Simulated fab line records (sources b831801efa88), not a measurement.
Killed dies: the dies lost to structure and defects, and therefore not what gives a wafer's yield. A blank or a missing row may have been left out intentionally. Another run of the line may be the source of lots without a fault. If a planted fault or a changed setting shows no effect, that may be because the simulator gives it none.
Tool commonality check / flow sky130 / Sampled: 13 lots, 39 wafers

## WHAT PROMPTED THE OPENING
SKY_VT_ADJUST_NCORE_TW_MEAS_11, reading VT_ADJUST_NCORE_TW: flagged on 1 of 13 lots. Fault-free wafers read 222.0, with a standard deviation of 1.
Rule: a lot is flagged when every wafer of it that has a number lies more than 4 standard deviations from that mean, or none has a number. All remaining lots are regarded as sound.

lot=L432; measured=day 9 02:07; on=film_metro-01; VT_ADJUST_NCORE_TW, wafer by wafer=223.5 223.2 223.5; flag=
lot=L434; measured=day 9 09:08; on=film_metro-04; VT_ADJUST_NCORE_TW, wafer by wafer=222.6 221.7 221.3; flag=
lot=L436; measured=day 10 02:47; on=film_metro-01; VT_ADJUST_NCORE_TW, wafer by wafer=30.4 30.4 30.2; flag=FLAGGED
lot=L437; measured=day 10 09:52; on=film_metro-02; VT_ADJUST_NCORE_TW, wafer by wafer=222.5 222.9 223.1; flag=
lot=L440; measured=day 11 11:04; on=film_metro-04; VT_ADJUST_NCORE_TW, wafer by wafer=222.8 221.2 221.5; flag=
lot=L444; measured=day 12 07:17; on=film_metro-01; VT_ADJUST_NCORE_TW, wafer by wafer=220.3 221.1 220.1; flag=
lot=L445; measured=day 12 18:23; on=film_metro-01; VT_ADJUST_NCORE_TW, wafer by wafer=221.1 221.7 220.1; flag=
lot=L447; measured=day 13 08:40; on=film_metro-04; VT_ADJUST_NCORE_TW, wafer by wafer=223.9 223.3 221.9; flag=
lot=L448; measured=day 13 11:47; on=film_metro-01; VT_ADJUST_NCORE_TW, wafer by wafer=221.5 222.0 220.9; flag=
lot=L450; measured=day 14 02:25; on=film_metro-01; VT_ADJUST_NCORE_TW, wafer by wafer=221.7 221.2 220.9; flag=
lot=L451; measured=day 14 08:28; on=film_metro-02; VT_ADJUST_NCORE_TW, wafer by wafer=222.7 222.1 223.3; flag=
lot=L452; measured=day 14 15:22; on=film_metro-04; VT_ADJUST_NCORE_TW, wafer by wafer=221.7 221.5 223.7; flag=
lot=L454; measured=day 15 13:18; on=film_metro-04; VT_ADJUST_NCORE_TW, wafer by wafer=222.5 222.5 222.2; flag=
On average the flagged lots read 30.3, which is -191.7 against the usual, or -99 or more standard deviations.

## LOT BY LOT: THE TOOL USED
The record holds 2 process steps before the reading, out of a route of 708 steps. Cell contents, in order: the tool; ch with the chambers the sampled wafers went through; the start.
lot=L432; flag=; SKY_VT_ADJUST_LVTN_STRIP_20=plasma_asher-01 ch 0,1, day 8 05:11; SKY_VT_ADJUST_NCORE_STRIP_10=plasma_asher-01 ch 0,1, day 9 02:01
lot=L434; flag=; SKY_VT_ADJUST_LVTN_STRIP_20=plasma_asher-01 ch 0,1, day 8 12:46; SKY_VT_ADJUST_NCORE_STRIP_10=plasma_asher-02 ch 0,1, day 9 09:02
lot=L436; flag=FLAGGED; SKY_VT_ADJUST_LVTN_STRIP_20=plasma_asher-03 ch 0,1, day 9 06:59; SKY_VT_ADJUST_NCORE_STRIP_10=plasma_asher-02 ch 0,1, day 10 02:41
lot=L437; flag=; SKY_VT_ADJUST_LVTN_STRIP_20=plasma_asher-02 ch 0,1, day 9 12:40; SKY_VT_ADJUST_NCORE_STRIP_10=plasma_asher-02 ch 0,1, day 10 09:47
lot=L440; flag=; SKY_VT_ADJUST_LVTN_STRIP_20=plasma_asher-02 ch 0,1, day 10 11:25; SKY_VT_ADJUST_NCORE_STRIP_10=plasma_asher-04 ch 0,1, day 11 10:58
lot=L444; flag=; SKY_VT_ADJUST_LVTN_STRIP_20=plasma_asher-02 ch 0,1, day 11 05:38; SKY_VT_ADJUST_NCORE_STRIP_10=plasma_asher-04 ch 0,1, day 12 07:11
lot=L445; flag=; SKY_VT_ADJUST_LVTN_STRIP_20=plasma_asher-01 ch 0,1, day 11 17:16; SKY_VT_ADJUST_NCORE_STRIP_10=plasma_asher-02 ch 0, day 12 18:17
lot=L447; flag=; SKY_VT_ADJUST_LVTN_STRIP_20=plasma_asher-03 ch 0,1, day 12 06:46; SKY_VT_ADJUST_NCORE_STRIP_10=plasma_asher-01 ch 0,1, day 13 08:34
lot=L448; flag=; SKY_VT_ADJUST_LVTN_STRIP_20=plasma_asher-03 ch 0, day 12 09:32; SKY_VT_ADJUST_NCORE_STRIP_10=plasma_asher-04 ch 0,1, day 13 11:41
lot=L450; flag=; SKY_VT_ADJUST_LVTN_STRIP_20=plasma_asher-01 ch 0,1, day 13 00:49; SKY_VT_ADJUST_NCORE_STRIP_10=plasma_asher-01 ch 0,1, day 14 02:19
lot=L451; flag=; SKY_VT_ADJUST_LVTN_STRIP_20=plasma_asher-02 ch 0,1, day 13 07:14; SKY_VT_ADJUST_NCORE_STRIP_10=plasma_asher-04 ch 0,1, day 14 08:22
lot=L452; flag=; SKY_VT_ADJUST_LVTN_STRIP_20=plasma_asher-02 ch 0,1, day 13 14:26; SKY_VT_ADJUST_NCORE_STRIP_10=plasma_asher-02 ch 0,1, day 14 15:16
lot=L454; flag=; SKY_VT_ADJUST_LVTN_STRIP_20=plasma_asher-03 ch 0,1, day 14 10:23; SKY_VT_ADJUST_NCORE_STRIP_10=plasma_asher-01 ch 0, day 15 13:11
What is done by these steps:
- SKY_VT_ADJUST_LVTN_STRIP_20: strips in O2/N2.
- SKY_VT_ADJUST_NCORE_STRIP_10: strips in O2/N2.
- SKY_VT_ADJUST_NCORE_TW_MEAS_11

## FLAGGED AGAINST TOTAL, ONE TOOL AT A TIME (gauges that did the reading follow at the end)
step=SKY_VT_ADJUST_LVTN_STRIP_20; tool=plasma_asher-01; lots run=4; flagged=0; share of the flagged lots=none; sound lots run after its first flagged lot=-
step=SKY_VT_ADJUST_LVTN_STRIP_20; tool=plasma_asher-02; lots run=5; flagged=0; share of the flagged lots=none; sound lots run after its first flagged lot=-
step=SKY_VT_ADJUST_LVTN_STRIP_20; tool=plasma_asher-03; lots run=4; flagged=1; share of the flagged lots=all; sound lots run after its first flagged lot=3 (L447,L448,L454)
step=SKY_VT_ADJUST_NCORE_STRIP_10; tool=plasma_asher-01; lots run=4; flagged=0; share of the flagged lots=none; sound lots run after its first flagged lot=-
step=SKY_VT_ADJUST_NCORE_STRIP_10; tool=plasma_asher-02; lots run=5; flagged=1; share of the flagged lots=all; sound lots run after its first flagged lot=3 (L437,L445,L452)
step=SKY_VT_ADJUST_NCORE_STRIP_10; tool=plasma_asher-04; lots run=4; flagged=0; share of the flagged lots=none; sound lots run after its first flagged lot=-
step=SKY_VT_ADJUST_NCORE_TW_MEAS_11; tool=film_metro-01; lots run=6; flagged=1; share of the flagged lots=all; sound lots run after its first flagged lot=4 (L444,L445,L448,L450)
step=SKY_VT_ADJUST_NCORE_TW_MEAS_11; tool=film_metro-02; lots run=2; flagged=0; share of the flagged lots=none; sound lots run after its first flagged lot=-
step=SKY_VT_ADJUST_NCORE_TW_MEAS_11; tool=film_metro-04; lots run=5; flagged=0; share of the flagged lots=none; sound lots run after its first flagged lot=-

## WHAT THE TABLE ALLOWS
plasma_asher-03 at SKY_VT_ADJUST_LVTN_STRIP_20, plasma_asher-02 at SKY_VT_ADJUST_NCORE_STRIP_10 and film_metro-01 at SKY_VT_ADJUST_NCORE_TW_MEAS_11: these 3 rows of the table ran every flagged lot.
- plasma_asher-03 at SKY_VT_ADJUST_LVTN_STRIP_20 ran 4 lots, 1 of them flagged. Lots that were sound ran on it after the first flagged one (L447, L448, L454); a persistent fault on the entire tool would not allow that. Its own readings (oes_product_au) fall more than 4 standard deviations out on all wafers of the flagged lots.
- plasma_asher-02 at SKY_VT_ADJUST_NCORE_STRIP_10 ran 5 lots, 1 of them flagged. Lots that were sound ran on it after the first flagged one (L437, L445, L452); a persistent fault on the entire tool would not allow that. Its own readings (strip_time_to_endpoint_s) fall more than 4 standard deviations out on all wafers of the flagged lots.
- film_metro-01 at SKY_VT_ADJUST_NCORE_TW_MEAS_11 ran 6 lots, 1 of them flagged. Lots that were sound ran on it after the first flagged one (L444, L445, L448, L450); a persistent fault on the entire tool would not allow that.
Not one row of the table ran every flagged lot while running no sound lot after the first.

## WHAT THE SIMULATOR HAD INSERTED
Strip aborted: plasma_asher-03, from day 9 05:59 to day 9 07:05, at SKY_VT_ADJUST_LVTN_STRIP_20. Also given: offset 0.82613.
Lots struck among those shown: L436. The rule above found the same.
